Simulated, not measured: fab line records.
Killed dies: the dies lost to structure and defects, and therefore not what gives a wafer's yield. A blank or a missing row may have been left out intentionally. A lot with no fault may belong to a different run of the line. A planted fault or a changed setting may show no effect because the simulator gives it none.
Which of the tools did it? | flow gf180mcu | 9 lots, 27 wafers sampled, at 2 steps of a route of 602

== WHAT THE GAUGES SHOWED, per wafer ==
GF_V2_THK_MEAS_01. Usual: V2_CVD_00_THK gives 601 nm (standard deviation 6.1).
lot  | measured     | on            | V2_CVD_00_THK (nm) | flag
L585 | day 19 08:43 | film metro-02 | 611 604 611        |
L586 | day 19 16:53 | film metro-01 | 590 598 600        |
L587 | day 19 19:32 | film metro-03 | 611 608 602        |
L588 | day 20 06:52 | film metro-02 | 599 600 595        |
L589 | day 20 10:20 | film metro-03 | 601 597 588        |
L597 | day 23 12:25 | film metro-02 | 601 597 589        |
L600 | day 25 03:14 | film metro-02 | 609 595 599        |
L602 | day 25 19:51 | film metro-01 | 604 602 607        |
L603 | day 25 20:37 | film metro-02 | 600 605 607        |

GF_V2_THK_MEAS_25: measures by xrf. Usual: V2_W_THK gives 356 nm (standard deviation 4.2).
lot  | measured     | on            | V2_W_THK (nm) | flag
L585 | day 20 11:22 | film metro-02 | 353 355 360   |
L586 | day 20 19:21 | film metro-01 | 353 353 363   |
L587 | day 20 21:53 | film metro-02 | 354 353 357   |
L588 | day 21 08:44 | film metro-01 | 362 369 363   |
L589 | day 21 11:56 | film metro-02 | 353 358 357   |
L597 | day 24 11:57 | film metro-01 | 357 356 362   |
L600 | day 26 02:13 | film metro-03 | 353 351 350   |
L602 | day 26 18:08 | film metro-01 | 355 353 356   |
L603 | day 26 19:08 | film metro-02 | 354 355 353   |

== WHAT TOOL EACH LOT RAN ON (gives the tool, then ch and the chambers of the sampled wafers, and finally the start) ==
Before these readings, the record contains no process step.

== AS READ BY THE TOOLS THEMSELVES (means over the sampled wafers that have a number; for cases with no such wafer, the mark the record gives instead) ==
The record holds no such reading with a usual standard deviation.

== THE ANSWER, worked out from the rows above alone ==
Rule: lot off if the mean of its wafers having a number is beyond 3 standard deviations from the usual mean. Also off: a lot with no number at a reading for which 4 or more lots have one. All remaining lots with rows at the step are treated as sound. After the gauges, taken in route order, come the tools' own readings; for these a lot's mean is taken, as printed above. At the first step where some lot is off, the reading lying furthest off is the one used; lots without a number count as furthest.
No lot is off on any of the readings shown, so nothing can be concluded from this.

== WHAT THE SIMULATOR HAD PUT IN ==
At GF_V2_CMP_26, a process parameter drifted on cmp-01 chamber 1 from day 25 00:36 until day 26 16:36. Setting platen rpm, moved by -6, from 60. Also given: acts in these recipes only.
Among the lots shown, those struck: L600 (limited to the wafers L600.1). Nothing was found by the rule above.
